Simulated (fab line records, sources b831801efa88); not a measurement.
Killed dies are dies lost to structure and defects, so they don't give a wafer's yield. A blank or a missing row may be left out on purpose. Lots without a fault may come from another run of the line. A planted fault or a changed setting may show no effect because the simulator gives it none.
Which tool did it? | flow gf180mcu | 14 lots, 42 wafers sampled, at 4 steps of a route of 602

WHAT THE GAUGES READ, wafer by wafer
GF_V2_THK_MEAS_25: measures by xrf. Usual: V2_W_THK 347 nm, standard deviation 7.
lot  | measured     | on            | V2_W_THK (nm) | flag
L961 | day 21 04:21 | film_metro-03 | 351 343 350   |
L963 | day 21 22:40 | film_metro-03 | 354 345 344   |
L962 | day 22 00:43 | film_metro-03 | 340 351 341   |
L965 | day 22 21:47 | film_metro-01 | 350 356 358   |
L966 | day 23 08:22 | film_metro-04 | 348 342 349   |
L968 | day 23 15:55 | film_metro-03 | 354 348 352   |
L967 | day 23 19:24 | film_metro-04 | 344 350 352   |
L970 | day 24 11:16 | film_metro-04 | 351 340 339   |
L971 | day 24 13:52 | film_metro-04 | 349 348 348   |
L972 | day 24 22:43 | film_metro-03 | 355 341 353   |
L973 | day 25 04:25 | film_metro-03 | 353 356 347   |
L974 | day 25 11:04 | film_metro-03 | 351 340 353   |
L977 | day 26 11:12 | film_metro-04 | 329 346 330   |
L982 | day 28 00:41 | film_metro-04 | 345 340 344   |

GF_M3_OVL_MEAS_15. Usual: M3_OVL 2 nm, standard deviation 5.3.
lot  | measured     | on         | M3_OVL (nm) | flag
L961 | day 22 04:11 | overlay-02 | 15 11 13    |
L963 | day 22 22:32 | overlay-01 | 0 9 11      |
L962 | day 23 00:14 | overlay-01 | -3 -2 0     |
L965 | day 23 20:32 | overlay-02 | -6 -4 3     |
L966 | day 24 07:14 | overlay-02 | 6 -5 -1     |
L968 | day 24 14:08 | overlay-01 | 8 2 1       |
L967 | day 24 17:37 | overlay-02 | 4 -6 5      |
L970 | day 25 09:41 | overlay-02 | 8 2 5       |
L971 | day 25 12:47 | overlay-01 | 0 -1 1      |
L972 | day 25 21:26 | overlay-01 | 3 2 0       |
L973 | day 26 02:26 | overlay-02 | 1 -3 2      |
L974 | day 26 09:05 | overlay-02 | 6 0 8       |
L977 | day 27 08:45 | overlay-02 | -1 4 10     |
L982 | day 28 20:35 | overlay-01 | -1 -5 -1    |

WHICH TOOL RAN EACH LOT (tool, then ch and the chambers of the sampled wafers, then the start)
lot  | GF_V2_ETCH_17                                 | GF_M3_SOFTBAKE_10
L961 | rie_diel-02 ch 0,2, day 21 04:21 or earlier   | litho_track-04 ch 0, day 21 16:23
L963 | rie_diel-03 ch 0,1,2, day 21 22:40 or earlier | litho_track-04 ch 0, day 22 10:37
L962 | rie_diel-03 ch 2,3, day 22 00:43 or earlier   | litho_track-03 ch 0, day 22 12:19
L965 | rie_diel-03 ch 1,2, day 22 21:47 or earlier   | litho_track-04 ch 0, day 23 09:17
L966 | rie_diel-04 ch 0,1,2, day 23 08:22 or earlier | litho_track-04 ch 0, day 23 19:55
L968 | rie_diel-04 ch 0,2,3, day 23 15:55 or earlier | litho_track-04 ch 0, day 24 03:52
L967 | rie_diel-02 ch 0,1, day 23 19:24 or earlier   | litho_track-04 ch 0, day 24 06:38
L970 | rie_diel-02 ch 1,3, day 24 11:16 or earlier   | litho_track-04 ch 0, day 24 22:46
L971 | rie_diel-04 ch 0,1,2, day 24 13:52 or earlier | litho_track-03 ch 0, day 25 01:46
L972 | rie_diel-04 ch 0,2,3, day 24 22:43 or earlier | litho_track-03 ch 0, day 25 09:40
L973 | rie_diel-04 ch 0,1,2, day 25 04:25 or earlier | litho_track-04 ch 0, day 25 15:43
L974 | rie_diel-03 ch 0,2,3, day 25 11:04 or earlier | litho_track-03 ch 0, day 25 22:43
L977 | rie_diel-02 ch 0,1,3, day 26 11:12 or earlier | litho_track-02 ch 0, day 26 21:46
L982 | rie_diel-03 ch 0,1,3, day 28 00:41 or earlier | litho_track-04 ch 0, day 28 10:19
- GF_V2_ETCH_17: etches SiO2 in C4F8/O2/Ar, stops on TiN, target depth 630 nm.
- GF_M3_SOFTBAKE_10: time 60 s.

WHAT THE TOOLS THEMSELVES READ (means of the sampled wafers that have a number; where no wafer has one, the mark that the record gives instead)
GF_V2_ETCH_17. Usual: oes_product_au 0.855 a.u., standard deviation 0.005.
lot  | tool        | oes_product_au (a.u.) | flag
L961 | rie_diel-02 | 0.854                 |
L963 | rie_diel-03 | 0.856                 |
L962 | rie_diel-03 | 0.851                 |
L965 | rie_diel-03 | 0.851                 |
L966 | rie_diel-04 | 0.856                 |
L968 | rie_diel-04 | 0.860                 |
L967 | rie_diel-02 | 0.857                 |
L970 | rie_diel-02 | 0.847                 |
L971 | rie_diel-04 | 0.854                 |
L972 | rie_diel-04 | 0.852                 |
L973 | rie_diel-04 | 0.852                 |
L974 | rie_diel-03 | 0.855                 |
L977 | rie_diel-02 | 0.853                 |
L982 | rie_diel-03 | 0.855                 |

GF_M3_SOFTBAKE_10. Usual: run_length_s 88.92 s, standard deviation 0.19.
lot  | tool           | run_length_s (s) | flag
L961 | litho_track-04 | 88.90            |
L963 | litho_track-04 | 89.06            |
L962 | litho_track-03 | 88.63            |
L965 | litho_track-04 | 88.98            |
L966 | litho_track-04 | 89.17            |
L968 | litho_track-04 | 89.05            |
L967 | litho_track-04 | 89.07            |
L970 | litho_track-04 | 94.35            | OFF
L971 | litho_track-03 | 88.68            |
L972 | litho_track-03 | 88.72            |
L973 | litho_track-04 | 94.33            | OFF
L974 | litho_track-03 | 88.66            |
L977 | litho_track-02 | 89.24            |
L982 | litho_track-04 | 89.07            |

THE ANSWER, worked out from the rows above alone
Rule: a lot is off if the mean of its wafers that have a number lies more than 3 standard deviations from the usual mean. A lot without any number at a reading at which 4 lots or more have one is off too. The other lots that the step has rows for count as sound. The gauges are gone through in route order, then the tools' own readings, and for those a lot's mean is taken as printed above. The first step at which some lot is off is used, and at that step the reading that is off furthest; a lot without a number counts as furthest.
Off: L970, L973, at GF_M3_SOFTBAKE_10 (run_length_s).
A tool fits if, at that step or a process step before it, it ran every lot that is off, and no sound lot after the first of them. GF_V2_ETCH_17 gives no start for some lots, so the hours and the order of its lots are those of GF_V2_THK_MEAS_25. None of those tried fits.

WHAT THE SIMULATOR HAD PUT IN
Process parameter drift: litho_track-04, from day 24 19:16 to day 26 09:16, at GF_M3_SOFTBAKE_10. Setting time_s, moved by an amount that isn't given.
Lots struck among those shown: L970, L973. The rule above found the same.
